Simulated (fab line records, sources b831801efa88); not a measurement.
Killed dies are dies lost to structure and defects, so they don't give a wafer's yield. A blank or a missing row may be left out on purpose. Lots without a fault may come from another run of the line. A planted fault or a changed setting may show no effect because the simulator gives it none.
One fault seen from 2 desks | flow gf180mcu | each desk has only its own numbers; what lay behind them comes last

THE METROLOGY DESK
What the gauges read, lot by lot, whatever tool the lot ran on: means of the sampled wafers that have a number. A lot is out of limits, marked OUT, if its mean lies more than 4 standard deviations from the usual mean; the brackets give that distance.
Columns: A = cd_nm at GF_M5_CD_MEAS_07, usual 279.8 nm
lot  | first seen here | A
L802 | day 26 04:16    | 279.4
L803 | day 26 18:59    | 278.7
L804 | day 27 03:32    | 279.5
L805 | day 27 12:44    | 279.8
L806 | day 27 18:05    | 280.0
L807 | day 28 05:23    | 280.7
L808 | day 28 11:02    | 279.7
L810 | day 28 22:17    | 278.9
L811 | day 29 08:55    | 280.4
L819 | day 31 19:27    | 279.7
L821 | day 32 08:57    | 280.7
L822 | day 32 13:20    | 281.1
L824 | day 32 23:39    | 278.6
This desk's finding: nothing out of limits on any of the 13 lots.

THE TOOL OWNER'S DESK: rie_diel-04
The tool's own readings at GF_PASSIVATION_ETCH_11 (etches the open film in CF4/O2, stops on TiN, target depth 1800 nm, time 400 s): means of the sampled wafers that have a number, for each lot that ran on this tool. A lot is out of limits, marked OUT, if its mean lies more than 4 standard deviations from the usual mean; the brackets give that distance.
Columns: A = drypump_motor_current_A at GF_PASSIVATION_ETCH_11, usual 5.7 A; B = oes_product_au at GF_PASSIVATION_ETCH_11, usual 0.960 a.u.; C = run_length_s at GF_PASSIVATION_ETCH_11, usual 428.5 s; D = throttle_valve_pct at GF_PASSIVATION_ETCH_11, usual 5.959 %
lot  | first seen here | A   | B                | C                       | D
L805 | day 30 02:29    | 5.5 | 0.960            | 428.6                   | 5.958
L808 | day 30 23:02    | 5.4 | 0.960            | 428.6                   | 5.965
L810 | day 31 09:20    | 5.4 | 0.954            | 428.1                   | 5.958
L811 | day 31 19:16    | 5.4 | 0.963            | 428.3                   | 5.961
L819 | day 34 00:11    | 5.4 | 0.999 (+5.3) OUT | 309.8 (-99 or more) OUT | 5.966
This desk's finding: out of limits on L819; first on L819, day 34 00:11 (oes_product_au at GF_PASSIVATION_ETCH_11). In limits: L805, L808, L810, L811.

PUT TOGETHER
The tool owner's desk could have raised an alarm at day 34 00:11, on L819.
The metrology desk saw nothing out of limits.
The metrology desk has L819 on record, within its limits.
Of the lots named, all ran GF_PASSIVATION_ETCH_11 on rie_diel-04.

WHAT THE SIMULATOR HAD PUT IN
Process parameter drift: rie_diel-04, from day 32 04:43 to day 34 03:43, at GF_PASSIVATION_ETCH_11. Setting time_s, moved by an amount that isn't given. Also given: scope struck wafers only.
Lots struck among those shown: L819.
Hours from the fault's start to each desk's first reading out of limits: the tool owner's desk, 43.
